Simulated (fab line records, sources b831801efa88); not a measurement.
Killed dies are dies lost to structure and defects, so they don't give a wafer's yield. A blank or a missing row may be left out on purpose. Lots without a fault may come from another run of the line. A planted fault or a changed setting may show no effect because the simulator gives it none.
fab line records | flow gf180mcu
record lots=14 wafers=42 last_day=34
route steps=602 shown M4@471 V4@481 MIM@521 M5@535
lots that met no fault: from a run of the same line without faults
start_h: hours from the record's first day to the start of the lot's first wafer shown | wait_h: hours since the lot's step before | " the same as in the row above | L1.1+2: a row that stands for several wafers | - no value, or no start given | * or withheld: withheld | < > ~ a bound
route shown NAME@n: a module of which the file shows steps, and the number in the route of the first | usual: mean/standard deviation of fault-free wafers | same: alike in all rows | chamber/n: place in a boat | sites: the reading at each site | _std_site: their standard deviation | _edge_site: outer sites' mean less inner sites' | radius_mm: how far each site lies from the wafer's centre | mask NAME#n: copy n | behind: the tool/chamber that last shaped the wafer | hold: why the lot was held/for how many hours/how that ended | device: the transistor (n, p or np) that didn't switch | end of line: the same wafers' tests at the end of the route | a step without rows: its recipe alone | killed: dies lost to structure and defects at the first sort, not the wafer's yield | map: a wafer's dies, x killed, . not, _ none there
set.NAME: the setting as run; set.NAME@STEP: as run at that earlier step | model.NAME: the simulator's own value behind a step, which no gauge read
steps of the route over a sample of lots; a table a step, a row a wafer
services: from which hour (start_h, from the record's first day; less than 0 if before it) a tool's chamber was out of use, for how many hours, and why
## steps
# step GF_M4_OVL_MEAS_15
# usual M4_OVL=2/5.3
# columns lot.wafer tool chamber start_h wait_h M4_OVL[nm]
L866.1 overlay-01 - 546.40 0.1 12
L866.4 " - " " 4
L866.5 " - " " 3
L867.1 overlay-01 - 553.84 0.1 1
L867.5 " - " " -1
L867.6 " - " " -3
L869.1 overlay-02 - 573.01 0.1 5
L869.5 " - " " 3
L869.6 " - " " -6
L870.2 overlay-01 - 582.62 0.1 10
L870.4 " - " " 7
L870.5 " - " " 1
L873.1 overlay-01 - 597.14 0.1 -6
L873.2 " - " " 5
L873.6 " - " " 5
L872.3 overlay-02 - 602.76 0.1 2
L872.4 " - " " 8
L872.5 " - " " 1
L874.2 overlay-02 - 611.60 0.1 4
L874.4 " - " " 6
L874.5 " - " " 2
L878.3 overlay-02 - 638.20 0.1 -3
L878.5 " - " " -4
L878.6 " - " " -4
L879.1 overlay-02 - 644.59 0.1 -6
L879.2 " - " " -5
L879.3 " - " " 2
L881.1 overlay-01 - 657.61 0.1 12
L881.3 " - " " 7
L881.5 " - " " 4
L884.3 overlay-01 - 678.61 0.1 5
L884.4 " - " " 2
L884.6 " - " " -3
L886.1 overlay-02 - 691.29 0.1 6
L886.3 " - " " 3
L886.5 " - " " 4
L888.3 overlay-02 - 703.11 0.1 2
L888.4 " - " " -2
L888.6 " - " " -5
L889.1 overlay-02 - 708.36 0.1 2
L889.2 " - " " 2
L889.4 " - " " 7
# step GF_V4_BOW_MEAS_05
# recipe mode=bow
# usual V4_BOW=135/9.1
# columns lot.wafer tool chamber start_h wait_h V4_BOW[um]
L866.1 film_metro-01 - 547.92 0.2 131
L866.4 " - " " 124
L866.5 " - " " 134
L867.1 film_metro-01 - 555.09 0.1 125
L867.5 " - " " 125
L867.6 " - " " 137
L869.1 film_metro-02 - 574.96 0.1 132
L869.5 " - " " 122
L869.6 " - " " 135
L870.2 film_metro-01 - 583.87 0.3 136
L870.4 " - " " 133
L870.5 " - " " 125
L873.1 film_metro-02 - 598.39 0.2 147
L873.2 " - " " 145
L873.6 " - " " 132
L872.3 film_metro-02 - 604.06 0.2 145
L872.4 " - " " 147
L872.5 " - " " 146
L874.2 film_metro-04 - 612.87 0.2 123
L874.4 " - " " 119
L874.5 " - " " 126
L878.3 film_metro-01 - 639.48 0.2 140
L878.5 " - " " 128
L878.6 " - " " 144
L879.1 film_metro-01 - 645.84 0.2 138
L879.2 " - " " 142
L879.3 " - " " 140
L881.1 film_metro-04 - 658.89 0.1 144
L881.3 " - " " 142
L881.5 " - " " 149
L884.3 film_metro-01 - 680.14 0.2 111
L884.4 " - " " 128
L884.6 " - " " 124
L886.1 film_metro-01 - 692.63 0.1 119
L886.3 " - " " 129
L886.5 " - " " 131
L888.3 film_metro-01 - 704.38 0.2 136
L888.4 " - " " 147
L888.6 " - " " 132
L889.1 film_metro-04 - 709.60 0.2 134
L889.2 " - " " 131
L889.4 " - " " 130
# step GF_MIM_DEVELOP_18
# recipe develop_time_s=60 dev_temp_c=23
# usual chill_plate_temp_C=22.99/0.1 develop_time_s=60/0
# columns lot.wafer tool chamber start_h wait_h chill_plate_temp_C develop_time_s
L866.1 litho_track-02 0 593.63 0.1 23.06 60
L866.4 " 0 " " 22.97 60
L866.5 " 0 " " 23.03 60
L867.1 litho_track-04 0 599.99 0.1 23.07 60
L867.5 " 0 " " 23.06 60
L867.6 " 0 " " 23.06 60
L869.1 litho_track-04 0 618.39 0.1 23.06 60
L869.5 " 0 " " 22.94 60
L869.6 " 0 " " 22.98 60
L870.2 litho_track-02 0 627.00 0.1 22.83 60
L870.4 " 0 " " 22.83 60
L870.5 " 0 " " 22.74 60
L873.1 litho_track-01 0 641.27 0.1 22.89 60
L873.2 " 0 " " 23.05 60
L873.6 " 0 " " 22.85 60
L872.3 litho_track-01 0 645.57 0.1 22.98 60
L872.4 " 0 " " 23.06 60
L872.5 " 0 " " 22.94 60
L874.2 litho_track-02 0 654.80 0.1 23.14 60
L874.4 " 0 " " 22.93 60
L874.5 " 0 " " 22.98 60
L878.3 litho_track-01 - 679.72 0.1 - -
L878.5 " - " " - -
L878.6 " - " " - -
L879.1 litho_track-04 - 687.14 0.1 - -
L879.2 " - " " - -
L879.3 " - " " - -
L881.1 litho_track-04 0 698.74 0.1 23.14 60
L881.3 " 0 " " 23.08 60
L881.5 " 0 " " 23.24 60
L884.3 litho_track-01 0 719.12 0.1 22.96 60
L884.4 " 0 " " 23.17 60
L884.6 " 0 " " 23.08 60
L886.1 litho_track-01 0 730.77 0.1 22.96 60
L886.3 " 0 " " 22.90 60
L886.5 " 0 " " 22.82 60
L888.3 litho_track-01 0 741.92 0.1 22.89 60
L888.4 " 0 " " 23.00 60
L888.6 " 0 " " 22.95 60
L889.1 litho_track-04 0 746.29 0.1 22.89 60
L889.2 " 0 " " 23.01 60
L889.4 " 0 " " 22.87 60
# step GF_M5_ETCH_09
# recipe chemistry=CF4/O2 target=Si3N4 target_depth_nm=52 source_w=800 bias_w=150 pressure_mtorr=150 cf4_flow_sccm=80 O2_flow_sccm=10 time_s=11.6
# usual drypump_motor_current_A=5.6/0.45 oes_product_au=1.003/0.012 throttle_valve_pct=5.972/0.0098
# columns lot.wafer tool chamber start_h wait_h drypump_motor_current_A oes_product_au rf_hours_counter_h throttle_valve_pct
L866.1 rie_diel-01 3 615.05 0.0 5.1 1.019 1 5.980
L866.4 " 2 " " 5.1 1.003 6 5.962
L866.5 " 1 " " 5.4 1.007 - 5.977
L867.1 rie_diel-04 2 621.00 0.0 6.0 1.002 7 5.957
L867.5 " 2 " " 6.0 1.002 - 5.975
L867.6 " 3 " " 5.8 0.991 - 5.961
L869.1 rie_diel-03 2 639.50 0.0 5.6 0.991 4 5.974
L869.5 " 2 " " 5.6 0.985 - 5.976
L869.6 " 3 " " 6.7 1.020 - 5.976
L870.2 rie_diel-04 2 648.05 0.0 6.0 0.996 8 5.959
L870.4 " 3 " " 5.8 0.977 12 5.949
L870.5 " 1 " " 5.2 0.975 - 5.959
L873.1 rie_diel-03 0 662.05 0.0 5.8 1.005 59 5.979
L873.2 " 1 " " 5.5 0.995 14 5.974
L873.6 " 2 " " 5.6 1.002 - 5.979
L872.3 rie_diel-01 3 666.57 0.0 5.1 1.020 3 5.992
L872.4 " 0 " " 6.1 1.014 39 5.976
L872.5 " 1 " " 5.4 1.013 - 5.970
L874.2 rie_diel-01 1 675.10 0.0 5.3 1.027 15 5.970
L874.4 " 3 " " 5.1 1.020 3 5.984
L874.5 " 2 " " 5.1 0.992 - 5.974
L881.1 rie_diel-04 1 718.43 0.0 5.2 0.987 26 5.967
L881.3 " 3 " " 5.8 0.999 14 5.973
L881.5 " 1 " " 5.2 0.993 - 5.966
L884.3 rie_diel-03 1 737.73 0.0 5.5 1.002 18 5.979
L884.4 " 3 " " 6.7 1.013 13 5.981
L884.6 " 1 " " 5.5 0.997 - 5.980
L886.1 rie_diel-01 1 748.88 0.0 5.4 1.008 18 5.975
L886.3 " 3 " " 5.1 1.016 6 5.968
L886.5 " 1 " " 5.3 1.007 - 5.963
L888.3 rie_diel-01 0 759.45 0.0 6.1 0.996 43 5.970
L888.4 " 3 " " 5.1 1.020 6 5.966
L888.6 " 2 " " 5.1 0.989 - 5.961
L889.1 rie_diel-04 0 763.40 0.0 5.5 1.026 17 5.969
L889.2 " 2 " " 6.0 1.001 13 5.967
L889.4 " 1 " " 5.2 1.000 28 5.974
## services
# columns tool chamber start_h hours kind
rie_diel-01 - 636.78 0.4 repair
rie_diel-03 2 651.89 9.1 repair
rie_diel-04 0 657.92 14.0 repair
rie_diel-03 3 658.41 7.0 repair
rie_diel-04 - 659.32 5.8 repair
rie_diel-03 2 673.79 3.0 repair
rie_diel-01 3 691.23 22.7 repair
rie_diel-03 0 697.46 - clean
rie_diel-03 0 697.46 14.9 scheduled_down
rie_diel-03 0 697.46 14.9 vent_cycle
rie_diel-03 2 721.84 14.6 repair
rie_diel-04 0 727.18 9.5 repair
rie_diel-04 1 732.73 3.1 repair
rie_diel-03 1 748.27 2.9 repair
## key
first_sign step=GF_MIM_DEVELOP_18 reading=tool_record direction=missing
effect none on later readings
met_at GF_MIM_DEVELOP_18
struck_lots L878,L879
later_rows_left_out L878.3,L878.5,L878.6,L879.1,L879.2,L879.3
sort_left_out L878.3,L878.5,L878.6,L879.1,L879.2,L879.3
not_acting_at GF_M4_OVL_MEAS_15,GF_V4_BOW_MEAS_05,GF_M5_ETCH_09
onset_between 645.57 679.72
fault kind=skipped_step_whole tool=litho_track-01,litho_track-04 chamber=- onset_h=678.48 steps=GF_MIM_DEVELOP_18 scope=struck_lots_only
# sort_left_out: the simulated sort isn't trusted on such a fault, so these wafers' sort isn't shown, and their yield isn't known
# later_rows_left_out: the simulator's readings of these wafers behind a module that went badly wrong aren't trusted and aren't shown, but for the sort
